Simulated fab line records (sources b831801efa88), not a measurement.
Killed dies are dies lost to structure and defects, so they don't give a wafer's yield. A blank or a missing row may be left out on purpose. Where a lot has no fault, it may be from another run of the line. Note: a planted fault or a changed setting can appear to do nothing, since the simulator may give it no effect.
fab line records	flow sky130
record: lots: 24	wafers: 72	last_day: 50
route steps=708 shown METAL1@434 VIA1@478 METAL3@569 METAL5@663 PAD_OPEN@701
lots with no fault: from the same line, run without faults
start_h: hours from the record's first day to the start of the lot's first wafer shown	wait_h: how many hours have passed since the lot's step before this one	" repeats the value in the row above	L1.1+2: one row covering several wafers at once	- no value, or no start was given	* or withheld: withheld	< > ~ a bound
route shown NAME@n: a module of which the file shows steps, and the number in the route of the first	usual: mean/standard deviation of fault-free wafers	same: alike in all rows	chamber/n: place in a boat	sites: each site's reading	_std_site: their standard deviation	_edge_site: inner sites' mean taken away from outer sites' mean	radius_mm: how far each site lies from the wafer's centre	mask NAME#n: copy n	behind: the last tool/chamber to shape the wafer	hold: reason for holding the lot/hours on hold/outcome of the hold	device: the n, p or np transistor that did not switch	end of line: tests of these same wafers at the route's end	a step given without rows: its recipe and nothing more	killed: dies that structure and defects cost at the first sort, which is not the same as the wafer's yield	map: a wafer's dies, marking killed ones x, the rest . and places with no die _
set.NAME: the setting that was run; set.NAME@STEP: the one run at that earlier step	model.NAME: the simulator's own value behind a step, which no gauge read
the route's steps for a sample of lots (tables are steps, rows are wafers)
services: when a tool's chamber went out of use (start_h, in hours from the record's first day, below 0 if earlier), for how many hours, and the reason
== steps ==
step: SKY_METAL1_SPUTTER_00
recipe: material: Ti	target_thk_nm: 15	power_w: 3000	time_s: 10	chamber_pressure_pa: 0.4
usual: chamber_pressure_pa: 0.4001/0.0008	throttle_valve_pct: 29.5/0.79
lot.wafer	tool	chamber	start_h	wait_h	chamber_pressure_pa	throttle_valve_pct
L074.1	pvd_sputter-04	-	743.27	0.1	0.3987	29.4
L074.2	"	-	"	"	0.4019	29.8
L074.3	"	-	"	"	0.4003	29.9
L075.1	pvd_sputter-04	-	747.80	0.2	0.3997	29.7
L075.4	"	-	"	"	0.3977	29.9
L075.5	"	-	"	"	0.3999	28.7
L076.4	pvd_sputter-03	-	752.15	0.2	0.3989	28.2
L076.5	"	-	"	"	0.4005	28.6
L076.6	"	-	"	"	0.3991	28.5
L077.1	pvd_sputter-03	-	767.35	0.2	0.3997	30.9
L077.4	"	-	"	"	0.3999	28.5
L077.5	"	-	"	"	0.3999	29.2
L078.3	pvd_sputter-03	-	770.84	0.1	0.4008	30.6
L078.5	"	-	"	"	0.4001	28.4
L078.6	"	-	"	"	0.3996	30.8
L079.1	pvd_sputter-01	-	780.24	0.2	0.4006	30.3
L079.3	"	-	"	"	0.4001	29.1
L079.4	"	-	"	"	0.3993	29.1
L080.1	pvd_sputter-01	-	790.76	0.1	0.4004	29.0
L080.2	"	-	"	"	0.4022	30.2
L080.4	"	-	"	"	0.3999	30.0
L081.3	pvd_sputter-04	-	798.83	0.2	0.4006	29.6
L081.5	"	-	"	"	0.3999	29.6
L081.6	"	-	"	"	0.4003	29.5
L082.1	pvd_sputter-04	-	800.73	0.1	0.3999	29.9
L082.3	"	-	"	"	0.4011	29.4
L082.5	"	-	"	"	0.4013	29.5
L083.1	pvd_sputter-03	-	806.20	0.1	0.3996	30.6
L083.2	"	-	"	"	0.4000	28.3
L083.4	"	-	"	"	0.3997	30.7
L084.2	pvd_sputter-03	-	824.42	0.2	0.3991	30.8
L084.3	"	-	"	"	0.3998	28.8
L084.4	"	-	"	"	0.3997	30.5
L085.2	pvd_sputter-03	-	826.57	0.2	0.3994	31.0
L085.3	"	-	"	"	0.3998	28.5
L085.5	"	-	"	"	0.4005	28.7
L086.1	pvd_sputter-04	-	834.80	0.1	0.3984	29.8
L086.3	"	-	"	"	0.3995	29.3
L086.6	"	-	"	"	0.3995	29.4
L087.1	pvd_sputter-03	-	846.37	0.1	0.4004	28.4
L087.4	"	-	"	"	0.4004	30.4
L087.5	"	-	"	"	0.4003	30.6
L088.2	pvd_sputter-04	-	850.52	0.2	0.3998	30.0
L088.4	"	-	"	"	0.4009	29.5
L088.6	"	-	"	"	0.4006	29.8
L089.4	pvd_sputter-01	-	857.17	0.2	0.3993	29.1
L089.5	"	-	"	"	0.3993	30.2
L089.6	"	-	"	"	0.4009	30.1
L090.1	pvd_sputter-01	-	864.35	0.1	0.4007	29.2
L090.3	"	-	"	"	0.3995	29.1
L090.6	"	-	"	"	0.4007	29.3
L091.1	pvd_sputter-03	-	870.05	0.2	0.4004	30.6
L091.3	"	-	"	"	0.4006	29.1
L091.4	"	-	"	"	0.4003	28.7
L092.1	pvd_sputter-04	-	882.29	0.1	0.3984	29.7
L092.2	"	-	"	"	0.4010	28.6
L092.6	"	-	"	"	0.4008	29.7
L093.3	pvd_sputter-01	-	886.51	0.1	0.4003	29.1
L093.4	"	-	"	"	0.4007	30.5
L093.5	"	-	"	"	0.3997	29.2
L094.2	pvd_sputter-03	-	888.12	0.2	0.4007	30.7
L094.4	"	-	"	"	0.3995	28.6
L094.5	"	-	"	"	0.3991	28.7
L095.2	pvd_sputter-03	-	897.08	0.2	0.4008	29.0
L095.3	"	-	"	"	0.4002	30.6
L095.4	"	-	"	"	0.4007	28.4
L096.2	pvd_sputter-03	-	904.33	0.2	0.3997	28.6
L096.3	"	-	"	"	0.4000	29.0
L096.4	"	-	"	"	0.3996	30.7
L097.2	pvd_sputter-04	-	913.39	0.2	0.4012	29.0
L097.4	"	-	"	"	0.4007	29.1
L097.6	"	-	"	"	0.3989	29.6
step: SKY_METAL1_CD_MEAS_15
recipe: target_cd_nm: 140
usual: cd_nm: 139.7/1.4
lot.wafer	tool	chamber	start_h	wait_h	cd_nm
L074.1	cd_sem-01	-	770.25	-	140.2
L074.2	"	-	"	"	140.6
L074.3	"	-	"	"	139.1
L075.1	cd_sem-02	-	775.47	-	140.7
L075.4	"	-	"	"	139.2
L075.5	"	-	"	"	139.0
L076.4	cd_sem-01	-	779.38	-	139.4
L076.5	"	-	"	"	138.7
L076.6	"	-	"	"	140.1
L077.1	cd_sem-01	-	793.20	-	138.7
L077.4	"	-	"	"	139.1
L077.5	"	-	"	"	139.7
L078.3	cd_sem-02	-	797.79	-	137.8
L078.5	"	-	"	"	137.6
L078.6	"	-	"	"	137.9
L079.1	cd_sem-01	-	806.95	-	140.1
L079.3	"	-	"	"	139.0
L079.4	"	-	"	"	141.0
L080.1	cd_sem-02	-	817.40	-	138.2
L080.2	"	-	"	"	137.8
L080.4	"	-	"	"	137.4
L081.3	cd_sem-01	-	825.41	-	138.8
L081.5	"	-	"	"	138.6
L081.6	"	-	"	"	139.6
L082.1	cd_sem-01	-	827.55	-	137.9
L082.3	"	-	"	"	138.3
L082.5	"	-	"	"	137.8
L083.1	cd_sem-01	-	833.10	-	139.5
L083.2	"	-	"	"	140.3
L083.4	"	-	"	"	139.2
L084.2	cd_sem-01	-	851.29	-	140.2
L084.3	"	-	"	"	139.8
L084.4	"	-	"	"	139.6
L085.2	cd_sem-01	-	853.32	-	141.1
L085.3	"	-	"	"	141.8
L085.5	"	-	"	"	141.9
L086.1	cd_sem-02	-	860.92	-	139.3
L086.3	"	-	"	"	140.0
L086.6	"	-	"	"	141.8
L087.1	cd_sem-02	-	872.70	-	140.7
L087.4	"	-	"	"	142.1
L087.5	"	-	"	"	139.9
L088.2	cd_sem-02	-	876.37	-	140.0
L088.4	"	-	"	"	141.2
L088.6	"	-	"	"	139.8
L089.4	cd_sem-02	-	883.43	-	138.2
L089.5	"	-	"	"	140.3
L089.6	"	-	"	"	139.0
L090.1	cd_sem-01	-	890.47	-	140.2
L090.3	"	-	"	"	140.4
L090.6	"	-	"	"	140.3
L091.1	cd_sem-01	-	896.47	-	139.4
L091.3	"	-	"	"	142.3
L091.4	"	-	"	"	140.5
L092.1	cd_sem-01	-	908.40	-	137.5
L092.2	"	-	"	"	137.0
L092.6	"	-	"	"	137.6
L093.3	cd_sem-02	-	913.49	-	139.8
L093.4	"	-	"	"	140.9
L093.5	"	-	"	"	138.8
L094.2	cd_sem-01	-	914.07	-	140.0
L094.4	"	-	"	"	140.5
L094.5	"	-	"	"	140.3
L095.2	cd_sem-01	-	921.94	-	138.8
L095.3	"	-	"	"	139.2
L095.4	"	-	"	"	139.1
L096.2	cd_sem-02	-	930.14	-	141.5
L096.3	"	-	"	"	143.1
L096.4	"	-	"	"	142.8
L097.2	cd_sem-02	-	938.92	-	141.5
L097.4	"	-	"	"	141.6
L097.6	"	-	"	"	142.4
step: SKY_VIA1_SPUTTER_20
recipe: material: TiN	target_thk_nm: 20	chamber_pressure_pa: 5	power_w: 4000	time_s: 80
usual: chamber_pressure_pa: 5.000/0.01	throttle_valve_pct: 29.6/0.87
lot.wafer	tool	chamber	start_h	wait_h	chamber_pressure_pa	throttle_valve_pct
L074.1	pvd_sputter-03	-	799.33	0.0	5.021	30.9
L074.2	"	-	"	"	5.011	28.5
L074.3	"	-	"	"	5.016	30.7
L075.1	pvd_sputter-03	-	804.14	0.0	4.998	28.6
L075.4	"	-	"	"	4.998	28.6
L075.5	"	-	"	"	4.989	28.5
L076.4	pvd_sputter-04	-	809.00	0.0	5.004	29.8
L076.5	"	-	"	"	5.001	29.6
L076.6	"	-	"	"	5.003	28.5
L077.1	pvd_sputter-04	-	822.18	0.0	4.990	28.6
L077.4	"	-	"	"	5.003	29.9
L077.5	"	-	"	"	5.001	29.3
L078.3	pvd_sputter-04	-	826.36	0.0	5.010	28.7
L078.5	"	-	"	"	5.011	30.0
L078.6	"	-	"	"	4.989	29.2
L079.1	pvd_sputter-04	-	836.08	0.0	5.008	29.5
L079.3	"	-	"	"	5.013	29.1
L079.4	"	-	"	"	4.976	30.1
L080.1	pvd_sputter-02	-	846.59	0.0	4.998	30.3
L080.2	"	-	"	"	5.009	31.2
L080.4	"	-	"	"	4.993	31.1
L081.3	pvd_sputter-04	-	854.87	0.0	5.006	29.4
L081.5	"	-	"	"	5.006	28.7
L081.6	"	-	"	"	5.007	30.0
L082.1	pvd_sputter-03	-	856.59	0.0	4.994	28.6
L082.3	"	-	"	"	5.005	30.8
L082.5	"	-	"	"	4.992	30.8
L083.1	pvd_sputter-03	-	861.32	0.0	5.015	30.6
L083.2	"	-	"	"	4.983	30.7
L083.4	"	-	"	"	5.002	28.6
L084.2	pvd_sputter-02	-	880.00	0.0	5.010	31.3
L084.3	"	-	"	"	4.994	30.3
L084.4	"	-	"	"	4.984	31.4
L085.2	pvd_sputter-03	-	881.95	0.0	5.003	30.8
L085.3	"	-	"	"	4.989	28.6
L085.5	"	-	"	"	5.008	30.6
L086.1	pvd_sputter-04	-	888.94	0.0	5.017	28.3
L086.3	"	-	"	"	4.992	29.4
L086.6	"	-	"	"	4.999	28.5
L087.1	pvd_sputter-03	-	901.49	0.0	4.997	30.6
L087.4	"	-	"	"	4.987	29.0
L087.5	"	-	"	"	5.002	30.9
L088.2	pvd_sputter-04	-	904.98	0.0	5.013	29.8
L088.4	"	-	"	"	5.001	28.5
L088.6	"	-	"	"	5.009	29.5
L089.4	pvd_sputter-03	-	912.08	0.0	5.002	28.6
L089.5	"	-	"	"	5.006	28.5
L089.6	"	-	"	"	4.996	30.5
L090.1	pvd_sputter-04	-	918.98	0.0	5.010	29.4
L090.3	"	-	"	"	4.993	29.7
L090.6	"	-	"	"	5.001	29.2
L091.1	pvd_sputter-04	-	924.76	0.0	5.004	29.8
L091.3	"	-	"	"	5.004	28.7
L091.4	"	-	"	"	5.009	29.5
L092.1	pvd_sputter-04	-	935.00	0.0	5.010	28.9
L092.2	"	-	"	"	5.005	29.9
L092.6	"	-	"	"	4.992	29.2
L093.3	pvd_sputter-04	-	941.10	0.0	5.004	29.3
L093.4	"	-	"	"	4.986	29.5
L093.5	"	-	"	"	4.998	28.8
L094.2	pvd_sputter-03	-	942.09	0.0	5.000	28.6
L094.4	"	-	"	"	4.982	28.7
L094.5	"	-	"	"	4.993	30.7
L095.2	pvd_sputter-03	-	948.85	0.0	4.993	30.5
L095.3	"	-	"	"	4.990	28.6
L095.4	"	-	"	"	4.989	28.7
L096.2	pvd_sputter-04	-	956.73	0.0	5.003	29.2
L096.3	"	-	"	"	4.992	30.0
L096.4	"	-	"	"	4.993	28.7
L097.2	pvd_sputter-04	-	965.24	0.0	5.000	28.9
L097.4	"	-	"	"	5.007	29.2
L097.6	"	-	"	"	5.002	28.7
step: SKY_METAL3_STRIP_19
recipe: chemistry: O2/N2	power_w: 1400	pressure_mtorr: 1500	platen_temp_c: withheld	o2_flow_sccm: 3000	n2_flow_sccm: 300	overash_fraction: 0.5
usual: drypump_motor_current_A: 5.6/0.37	oes_product_au: 0.503/0.0064	strip_time_to_endpoint_s: 6.56/0.11
lot.wafer	tool	chamber	start_h	wait_h	drypump_motor_current_A	oes_product_au	rf_hours_counter_h	strip_time_to_endpoint_s
L074.1	plasma_asher-04	0	909.53	0.1	5.8	0.507	49	6.62
L074.2	"	1	"	"	5.0	0.517	49	6.58
L074.3	"	0	"	"	5.7	0.512	-	6.58
L075.1	plasma_asher-03	0	914.18	0.1	6.0	0.498	16	6.43
L075.4	"	0	"	"	6.0	0.501	-	6.51
L075.5	"	0	"	"	6.0	0.505	-	6.72
L076.4	plasma_asher-03	1	919.77	0.1	5.9	0.516	-	6.70
L076.5	"	0	"	"	6.0	0.514	-	6.76
L076.6	"	1	"	"	5.8	0.500	-	6.52
L077.1	plasma_asher-04	1	933.43	0.1	5.0	0.508	52	6.77
L077.4	"	1	"	"	5.0	0.508	-	6.54
L077.5	"	0	"	"	5.7	0.495	-	6.53
L078.3	plasma_asher-04	0	935.72	0.1	5.7	0.498	-	6.47
L078.5	"	1	"	"	5.0	0.506	-	6.48
L078.6	"	0	"	"	5.7	0.498	-	6.30
L079.1	plasma_asher-02	1	943.38	0.1	5.7	0.500	106	6.58
L079.3	"	0	"	"	6.0	0.503	-	6.60
L079.4	"	1	"	"	5.7	0.506	-	6.54
L080.1	plasma_asher-02	0	954.53	0.1	6.0	0.492	107	6.45
L080.2	"	1	"	"	5.7	0.502	107	6.61
L080.4	"	0	"	"	6.0	0.503	-	6.54
L081.3	plasma_asher-02	1	961.47	0.1	5.7	0.505	-	6.55
L081.5	"	0	"	"	6.1	0.501	-	6.64
L081.6	"	1	"	"	5.7	0.507	-	6.58
L082.1	plasma_asher-03	0	963.73	0.1	5.9	0.486	21	6.32
L082.3	"	1	"	"	5.9	0.500	-	6.44
L082.5	"	1	"	"	5.9	0.496	-	6.44
L083.1	plasma_asher-02	1	967.28	0.1	5.7	0.499	108	6.52
L083.2	"	0	"	"	6.0	0.515	108	6.76
L083.4	"	1	"	"	5.7	0.504	-	6.55
L084.2	plasma_asher-04	0	983.93	0.1	5.8	0.500	56	6.55
L084.3	"	0	"	"	5.8	0.499	-	6.52
L084.4	"	1	"	"	5.0	0.503	-	6.52
L085.2	plasma_asher-04	1	986.54	0.1	5.0	0.510	57	6.62
L085.3	"	0	"	"	5.7	0.509	-	6.66
L085.5	"	1	"	"	5.1	0.506	-	6.69
L086.1	plasma_asher-04	0	994.13	0.1	5.7	0.503	58	6.49
L086.3	"	0	"	"	5.7	0.505	-	6.69
L086.6	"	1	"	"	5.1	0.505	-	6.70
L087.1	plasma_asher-04	1	1003.38	0.1	5.0	0.510	59	6.67
L087.4	"	0	"	"	5.7	0.500	-	6.51
L087.5	"	1	"	"	5.1	0.502	-	6.63
L088.2	plasma_asher-04	0	1008.44	0.1	5.7	0.505	59	6.58
L088.4	"	0	"	"	5.7	0.512	-	6.69
L088.6	"	1	"	"	5.0	0.500	-	6.64
L089.4	plasma_asher-03	1	1013.47	0.1	5.8	0.495	-	6.45
L089.5	"	0	"	"	5.9	0.506	-	6.68
L089.6	"	1	"	"	5.8	0.509	-	6.48
L090.1	plasma_asher-04	1	1020.73	0.1	5.0	0.511	61	6.56
L090.3	"	1	"	"	5.0	0.503	-	6.55
L090.6	"	1	"	"	5.0	0.503	-	6.66
L091.1	plasma_asher-03	0	1026.98	0.1	6.0	0.502	28	6.57
L091.3	"	0	"	"	6.0	0.508	-	6.61
L091.4	"	1	"	"	5.9	0.509	-	6.63
L092.1	plasma_asher-03	1	1033.63	0.1	5.8	0.503	29	6.60
L092.2	"	0	"	"	6.0	0.505	29	6.60
L092.6	"	0	"	"	6.0	0.506	-	6.58
L093.3	plasma_asher-03	1	1040.42	0.1	5.8	0.496	-	6.33
L093.4	"	0	"	"	6.0	0.507	-	6.58
L093.5	"	0	"	"	6.0	0.494	-	6.49
L094.2	plasma_asher-04	0	1040.74	0.1	5.7	0.509	64	6.68
L094.4	"	1	"	"	5.0	0.497	-	6.45
L094.5	"	1	"	"	5.0	0.500	-	6.48
L095.2	plasma_asher-04	1	1047.83	0.1	5.0	0.508	65	6.61
L095.3	"	0	"	"	5.7	0.505	-	6.53
L095.4	"	1	"	"	5.0	0.492	-	6.32
L096.2	plasma_asher-04	0	1053.58	0.1	5.8	0.512	66	6.66
L096.3	"	0	"	"	5.7	0.498	-	6.64
L096.4	"	1	"	"	5.0	0.498	-	6.65
L097.2	plasma_asher-04	1	1062.33	0.1	5.0	0.506	67	6.52
L097.4	"	1	"	"	5.0	0.505	-	6.53
L097.6	"	0	"	"	5.7	0.507	-	6.57
step: SKY_METAL5_SPUTTER_02
recipe: material: AlCu	target_thk_nm: 1150	power_w: 10600	time_s: 61.2	chamber_pressure_pa: 0.4
usual: chamber_pressure_pa: 0.4001/0.00075	throttle_valve_pct: 30.1/0.84
lot.wafer	tool	chamber	start_h	wait_h	chamber_pressure_pa	throttle_valve_pct
L074.1	pvd_sputter-01	-	1013.69	0.0	0.3998	29.0
L074.2	"	-	"	"	0.4005	29.3
L074.3	"	-	"	"	0.3996	30.6
L075.1	pvd_sputter-01	-	1018.49	0.0	0.3984	30.0
L075.4	"	-	"	"	0.4004	30.4
L075.5	"	-	"	"	0.4008	29.3
L076.4	pvd_sputter-02	-	1022.15	0.0	0.4001	30.3
L076.5	"	-	"	"	0.4000	31.3
L076.6	"	-	"	"	0.4002	30.5
L077.1	pvd_sputter-02	-	1035.11	0.0	0.3990	30.5
L077.4	"	-	"	"	0.4012	30.0
L077.5	"	-	"	"	0.4018	30.2
L078.3	pvd_sputter-03	-	1036.74	0.0	0.4006	28.7
L078.5	"	-	"	"	0.4003	30.5
L078.6	"	-	"	"	0.4004	30.6
L079.1	pvd_sputter-01	-	1044.47	0.0	0.3989	29.5
L079.3	"	-	"	"	0.3997	29.3
L079.4	"	-	"	"	0.3998	30.1
L080.1	pvd_sputter-03	-	1053.55	0.0	0.4010	28.5
L080.2	"	-	"	"	0.4008	30.6
L080.4	"	-	"	"	0.4007	30.9
L081.3	pvd_sputter-01	-	1061.04	0.0	0.4009	29.3
L081.5	"	-	"	"	0.4014	29.1
L081.6	"	-	"	"	0.4004	30.2
L082.1	pvd_sputter-03	-	1062.35	0.0	0.3986	30.7
L082.3	"	-	"	"	0.3991	28.3
L082.5	"	-	"	"	0.4006	30.7
L083.1	pvd_sputter-03	-	1065.76	0.0	0.4010	29.0
L083.2	"	-	"	"	0.4009	28.7
L083.4	"	-	"	"	0.3995	30.6
L084.2	pvd_sputter-02	-	1081.29	0.0	0.3998	31.3
L084.3	"	-	"	"	0.4006	30.3
L084.4	"	-	"	"	0.3988	30.5
L085.2	pvd_sputter-03	-	1082.67	0.0	0.4008	30.6
L085.3	"	-	"	"	0.4007	28.6
L085.5	"	-	"	"	0.4013	28.4
L086.1	pvd_sputter-02	-	1089.78	0.0	0.4005	31.3
L086.3	"	-	"	"	0.4004	30.2
L086.6	"	-	"	"	0.4009	30.4
L087.1	pvd_sputter-01	-	1098.10	0.0	0.4016	30.5
L087.4	"	-	"	"	0.4005	29.2
L087.5	"	-	"	"	0.4006	29.4
L088.2	pvd_sputter-01	-	1101.29	0.0	0.4006	30.0
L088.4	"	-	"	"	0.4005	30.0
L088.6	"	-	"	"	0.4010	29.2
L089.4	pvd_sputter-01	-	1106.87	0.0	0.4002	29.1
L089.5	"	-	"	"	0.3997	30.2
L089.6	"	-	"	"	0.3998	30.5
L090.1	pvd_sputter-01	-	1113.20	0.0	0.3993	30.0
L090.3	"	-	"	"	0.4009	29.2
L090.6	"	-	"	"	0.4013	29.2
L091.1	pvd_sputter-02	-	1119.41	0.0	0.4004	31.4
L091.3	"	-	"	"	0.3996	30.7
L091.4	"	-	"	"	0.4000	31.3
L092.1	pvd_sputter-01	-	1123.78	0.0	0.3998	29.2
L092.2	"	-	"	"	0.4003	30.0
L092.6	"	-	"	"	0.4011	30.4
L093.3	pvd_sputter-02	-	1131.34	0.0	0.4003	31.6
L093.4	"	-	"	"	0.3995	30.7
L093.5	"	-	"	"	0.4016	31.6
L094.2	pvd_sputter-01	-	1132.09	0.0	0.4006	29.3
L094.4	"	-	"	"	0.4006	29.2
L094.5	"	-	"	"	0.4002	30.1
L095.2	pvd_sputter-01	-	1136.97	0.0	0.4010	29.2
L095.3	"	-	"	"	0.4002	29.2
L095.4	"	-	"	"	0.3991	30.2
L096.2	pvd_sputter-01	-	1142.58	0.0	0.4003	29.2
L096.3	"	-	"	"	0.3995	30.3
L096.4	"	-	"	"	0.3994	30.0
L097.2	pvd_sputter-02	-	1150.88	0.0	0.3996	30.7
L097.4	"	-	"	"	0.3998	30.5
L097.6	"	-	"	"	0.4003	31.4
step: SKY_PAD_OPEN_ETCH_07
recipe: chemistry: CF4/O2	target_depth_nm: 725	stop_on: AlCu	source_w: 800	bias_w: 150	pressure_mtorr: 150	cf4_flow_sccm: 80	O2_flow_sccm: 10	time_s: 161.1
usual: O2_flow_sccm: 10.005/0.029	drypump_motor_current_A: 5.7/0.46	oes_product_au: 0.977/0.0081	throttle_valve_pct: 5.964/0.0086
lot.wafer	tool	chamber	start_h	wait_h	O2_flow_sccm	drypump_motor_current_A	oes_product_au	rf_hours_counter_h	throttle_valve_pct
L074.1	rie_diel-04	1	1080.87	-	9.995	6.0	0.964	5	5.962
L074.2	"	2	"	"	10.024	6.4	0.956	18	5.972
L074.3	"	0	"	"	10.017	5.9	0.979	8	5.969
L075.1	rie_diel-01	3	1086.20	-	9.980	5.5	0.987	17	5.970
L075.4	"	0	"	"	9.951	4.9	0.987	6	5.971
L075.5	"	3	"	"	10.030	5.5	0.977	-	5.970
L076.4	rie_diel-01	1	1088.07	-	10.022	5.5	0.982	18	5.949
L076.5	"	3	"	"	10.020	5.5	0.984	-	5.971
L076.6	"	2	"	"	10.068	6.2	0.977	-	5.971
L077.1	rie_diel-02	3	1100.15	-	9.998	5.6	0.979	22	5.965
L077.4	"	0	"	"	9.984	6.2	0.978	20	5.973
L077.5	"	3	"	"	9.995	5.7	0.986	-	5.965
L078.3	rie_diel-01	2	1101.92	-	9.976	6.1	0.975	9	5.958
L078.5	"	1	"	"	10.050	5.5	0.973	-	5.983
L078.6	"	2	"	"	9.985	6.1	0.991	-	5.962
L079.1	rie_diel-04	0	1108.90	-	9.976	5.9	0.973	9	5.969
L079.3	"	2	"	"	10.030	6.4	0.969	19	5.964
L079.4	"	1	"	"	9.973	5.9	0.989	6	5.962
L080.1	rie_diel-01	3	1117.65	-	10.038	5.5	0.966	19	5.954
L080.2	"	2	"	"	9.982	6.2	0.972	10	5.970
L080.4	"	0	"	"	10.023	4.9	0.972	-	5.954
L081.3	rie_diel-01	0	1124.02	-	9.981	4.9	0.985	8	5.962
L081.5	"	2	"	"	9.976	6.1	0.980	-	5.956
L081.6	"	3	"	"	9.992	5.5	0.980	-	5.963
L082.1	rie_diel-01	3	1125.45	-	10.017	5.5	0.970	19	5.969
L082.3	"	0	"	"	10.028	4.9	0.982	8	5.977
L082.5	"	2	"	"	10.029	6.1	0.985	-	5.944
L083.1	rie_diel-01	0	1129.22	-	9.964	4.8	0.982	8	5.963
L083.2	"	3	"	"	9.987	5.5	0.967	19	5.961
L083.4	"	3	"	"	10.007	5.5	0.979	-	5.977
L084.2	rie_diel-04	0	1140.45	-	10.001	5.9	0.980	11	5.961
L084.3	"	2	"	"	10.021	6.4	0.986	20	5.964
L084.4	"	3	"	"	9.984	5.7	0.979	-	5.963
L085.2	rie_diel-01	2	1143.60	-	10.031	6.2	0.975	11	5.965
L085.3	"	0	"	"	9.936	4.9	0.981	9	5.955
L085.5	"	0	"	"	9.954	4.9	0.968	-	5.950
L086.1	rie_diel-02	1	1149.75	-	9.969	5.2	0.981	17	5.972
L086.3	"	3	"	"	9.992	5.6	0.985	24	5.972
L086.6	"	1	"	"	10.002	5.2	0.982	-	5.974
L087.1	rie_diel-04	0	1157.50	-	10.062	5.9	0.985	11	5.974
L087.4	"	2	"	"	10.017	6.3	0.979	21	5.953
L087.5	"	1	"	"	9.958	6.0	0.974	-	5.958
L088.2	rie_diel-01	3	1159.45	-	9.973	5.5	0.971	21	5.949
L088.4	"	1	"	"	10.025	5.5	0.980	20	5.979
L088.6	"	1	"	"	10.021	5.5	0.975	-	5.969
L089.4	rie_diel-02	2	1163.55	-	9.990	6.1	0.982	9	5.981
L089.5	"	2	"	"	10.058	6.1	0.973	-	5.969
L089.6	"	1	"	"	9.949	5.2	0.981	-	5.968
L090.1	rie_diel-02	2	1169.70	-	10.008	6.1	0.966	9	5.964
L090.3	"	0	"	"	10.007	6.2	0.978	23	5.970
L090.6	"	2	"	"	10.009	6.1	0.976	-	5.952
L091.1	rie_diel-01	1	1174.97	-	9.997	5.6	0.978	21	5.961
L091.3	"	2	"	"	10.058	6.2	0.979	13	5.985
L091.4	"	0	"	"	10.021	4.9	0.985	10	5.958
L092.1	rie_diel-01	1	1179.25	-	10.006	5.5	0.977	21	5.984
L092.2	"	0	"	"	9.972	4.9	0.972	10	5.972
L092.6	"	2	"	"	10.004	6.1	0.988	-	5.968
L094.2	rie_diel-01	0	1184.65	-	9.967	4.9	0.961	10	5.961
L094.4	"	1	"	"	9.996	5.5	0.984	21	5.983
L094.5	"	1	"	"	10.034	5.5	0.982	-	5.954
L093.3	rie_diel-04	0	1185.00	-	10.037	5.8	0.969	13	5.975
L093.4	"	1	"	"	10.029	5.9	0.983	9	5.954
L093.5	"	2	"	"	10.040	6.4	0.971	-	5.974
L095.2	rie_diel-04	2	1189.17	-	10.009	6.4	0.985	22	5.958
L095.3	"	3	"	"	10.019	5.7	0.958	9	5.965
L095.4	"	0	"	"	10.063	5.9	0.977	13	5.969
L096.2	rie_diel-04	0	1194.97	-	10.026	5.9	0.971	13	5.959
L096.3	"	1	"	"	10.064	5.9	0.972	9	5.960
L096.4	"	2	"	"	10.008	6.4	0.985	22	5.957
L097.2	rie_diel-02	3	1200.40	-	10.000	5.6	0.969	25	5.960
L097.4	"	2	"	"	9.968	6.1	0.982	10	5.957
L097.6	"	0	"	"	9.932	6.2	0.981	-	5.970
== services ==
tool	chamber	start_h	hours	kind
rie_diel-01	-	724.93	0.3	repair
plasma_asher-03	-	733.75	9.0	pm
rie_diel-04	3	735.03	1.8	repair
plasma_asher-03	-	762.36	8.8	repair
pvd_sputter-04	-	765.80	1.1	repair
plasma_asher-03	-	795.80	2.8	repair
rie_diel-01	1	805.22	8.6	repair
pvd_sputter-04	-	809.29	0.8	repair
pvd_sputter-03	-	819.83	2.2	repair
pvd_sputter-02	-	836.53	0.7	repair
plasma_asher-04	-	851.89	6.8	repair
rie_diel-01	1	876.20	8.1	repair
pvd_sputter-02	-	889.00	82.0	repair
pvd_sputter-01	-	918.66	5.4	repair
pvd_sputter-01	-	922.28	7.5	repair
plasma_asher-04	-	940.73	9.9	repair
pvd_sputter-03	-	951.15	5.0	repair
pvd_sputter-03	-	959.51	15.5	repair
rie_diel-01	2	1050.13	3.5	repair
pvd_sputter-02	-	1094.82	10.0	repair
pvd_sputter-01	-	1105.74	0.7	repair
rie_diel-01	1	1109.17	27.6	repair
pvd_sputter-02	-	1121.08	7.4	repair
pvd_sputter-04	-	1125.31	1.2	repair
== key ==
fault none
